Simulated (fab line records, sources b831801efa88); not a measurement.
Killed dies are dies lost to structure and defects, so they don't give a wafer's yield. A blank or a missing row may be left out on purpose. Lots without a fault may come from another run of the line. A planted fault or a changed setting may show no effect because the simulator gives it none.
Which tool did it? | flow gf180mcu | 14 lots, 42 wafers sampled, at 3 steps of a route of 602

WHAT THE GAUGES READ, wafer by wafer
GF_V5_THK_MEAS_03. Usual: V5_CVD_02_THK 1459 nm, standard deviation 22.
lot  | measured     | on            | V5_CVD_02_THK (nm) | flag
L805 | day 26 13:38 | film_metro-03 | 1453 1418 1463     |
L806 | day 26 19:16 | film_metro-02 | 1424 1450 1458     |
L807 | day 27 07:37 | film_metro-02 | 1483 1443 1473     |
L808 | day 27 15:09 | film_metro-03 | 1447 1461 1473     |
L809 | day 28 00:02 | film_metro-03 | 1435 1461 1500     |
L811 | day 28 10:04 | film_metro-04 | 1477 1460 1484     |
L812 | day 28 15:46 | film_metro-04 | 1463 1440 1477     |
L814 | day 29 10:34 | film_metro-04 | 1457 1472 1476     |
L818 | day 30 13:39 | film_metro-02 | 1429 1460 1491     |
L819 | day 30 23:45 | film_metro-02 | 1469 1430 1421     |
L820 | day 31 02:22 | film_metro-02 | 1444 1508 1462     |
L825 | day 32 11:47 | film_metro-04 | 1434 1412 1449     |
L826 | day 32 21:06 | film_metro-04 | 1427 1398 1443     |
L827 | day 32 22:23 | film_metro-02 | 1493 1460 1477     |

GF_V5_CD_MEAS_14: target cd 260 nm. Usual: cd_nm 260.2 nm, standard deviation 1.3.
lot  | measured     | on        | cd_nm (nm)        | flag
L805 | day 27 10:11 | cd_sem-01 | 261.8 260.9 261.6 |
L806 | day 27 15:58 | cd_sem-01 | 259.2 259.3 258.0 |
L807 | day 28 05:35 | cd_sem-01 | 260.6 259.4 260.5 |
L808 | day 28 10:53 | cd_sem-01 | 260.0 259.4 260.7 |
L809 | day 28 19:55 | cd_sem-01 | 259.2 259.7 259.0 |
L811 | day 29 06:01 | cd_sem-02 | 258.4 258.0 259.6 |
L812 | day 29 11:02 | cd_sem-02 | 260.1 259.8 260.4 |
L814 | day 30 05:23 | cd_sem-02 | 261.2 261.6 262.0 |
L818 | day 31 07:46 | cd_sem-02 | 260.3 260.5 261.4 |
L819 | day 31 17:22 | cd_sem-01 | 262.0 260.6 259.5 |
L820 | day 31 19:38 | cd_sem-01 | 261.1 261.4 261.0 |
L825 | day 33 03:39 | cd_sem-01 | 262.3 262.7 262.2 |
L826 | day 33 13:10 | cd_sem-02 | 259.6 259.8 260.7 |
L827 | day 33 14:43 | cd_sem-02 | 261.1 261.1 260.4 |

GF_V5_THK_MEAS_25: measures by xrf. Usual: V5_W_THK 359 nm, standard deviation 5.7.
lot  | measured     | on            | V5_W_THK (nm) | flag
L805 | day 27 11:21 | film_metro-03 | 360 362 355   |
L806 | day 27 17:10 | film_metro-02 | 367 351 363   |
L807 | day 28 06:47 | film_metro-02 | 358 361 363   |
L808 | day 28 12:03 | film_metro-02 | 359 368 354   |
L809 | day 28 21:04 | film_metro-03 | 364 369 366   |
L811 | day 29 07:17 | film_metro-03 | 363 372 374   |
L812 | day 29 12:12 | film_metro-04 | 354 359 350   |
L814 | day 30 06:39 | film_metro-02 | 351 353 359   |
L818 | day 31 09:24 | film_metro-04 | 356 357 358   |
L819 | day 31 18:59 | film_metro-04 | 351 359 355   |
L820 | day 31 20:54 | film_metro-02 | 363 367 364   |
L825 | day 33 04:49 | film_metro-04 | 351 349 355   |
L826 | day 33 14:20 | film_metro-04 | 349 356 354   |
L827 | day 33 15:54 | film_metro-02 | 355 354 354   |

WHICH TOOL RAN EACH LOT (tool, then ch and the chambers of the sampled wafers, then the start)
The record holds no process step before these readings.

WHAT THE TOOLS THEMSELVES READ (means of the sampled wafers that have a number; where no wafer has one, the mark that the record gives instead)
The record holds no such reading with a usual standard deviation.

THE ANSWER, worked out from the rows above alone
Rule: a lot is off if the mean of its wafers that have a number lies more than 3 standard deviations from the usual mean. A lot without any number at a reading at which 4 lots or more have one is off too. The other lots that the step has rows for count as sound. The gauges are gone through in route order, then the tools' own readings, and for those a lot's mean is taken as printed above. The first step at which some lot is off is used, and at that step the reading that is off furthest; a lot without a number counts as furthest.
No lot is off at any reading shown: from this, nothing can be told.

WHAT THE SIMULATOR HAD PUT IN
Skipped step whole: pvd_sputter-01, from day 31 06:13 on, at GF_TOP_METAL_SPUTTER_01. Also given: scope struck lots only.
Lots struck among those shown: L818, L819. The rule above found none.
